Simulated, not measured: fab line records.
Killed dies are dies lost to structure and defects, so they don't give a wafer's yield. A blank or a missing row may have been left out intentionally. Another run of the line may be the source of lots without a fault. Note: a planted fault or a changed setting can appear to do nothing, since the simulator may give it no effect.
Matching of chambers	flow sky130	4 sister chambers for SKY_FIELD_ISO_ETCH_15 on rie diel-03
The step etches the open film in CHF3/O2, stops on Si, target depth 180 nm, time 72 s. 4 wafers are shown with their chamber, then 7 later ones without.

WAFERS, EACH WITH ITS CHAMBER
wafer	chamber	throttle valve pct (%)
L408.4	0	8.830
L421.1	2	8.837
L422.1	1	8.838
L422.4	3	8.844

WAFERS MISSING THEIR CHAMBER
wafer	throttle valve pct (%)
L422.6	8.834
L424.2	8.832
L424.4	8.845
L424.5	8.851
L426.1	8.848
L426.2	8.834
L426.3	8.844

THE CHAMBER EACH PASSED THROUGH
wafer	from the rows above	in truth
L422.6	can't be placed: 2 or 0 or 1 or 3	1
L424.2	can't be placed: 0 or 2 or 1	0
L424.4	can't be placed: 3 or 1 or 2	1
L424.5	can't be placed: 3 or 1 or 2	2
L426.1	can't be placed: 3 or 1 or 2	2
L426.2	can't be placed: 2 or 0 or 1 or 3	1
L426.3	can't be placed: 3 or 1 or 2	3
Placed correctly: 0 of 7. Can't be placed from these rows: 7 (the true chamber is among the candidates in 7). Number placed wrongly: 0.
How it was worked out, from the rows above alone: a wafer's distance from a chamber is the root of the sum, over the readings, of the square of ((its reading less the chamber's mean) divided by the reading's scatter). If the next closest chamber is less than 2 further off than the closest, the wafer can't be placed; otherwise it belongs to the closest. A chamber's mean is the mean of its shown wafers. The scatter: root of mean squared gap, hidden wafer to nearest shown wafer, with one shown wafer a chamber.
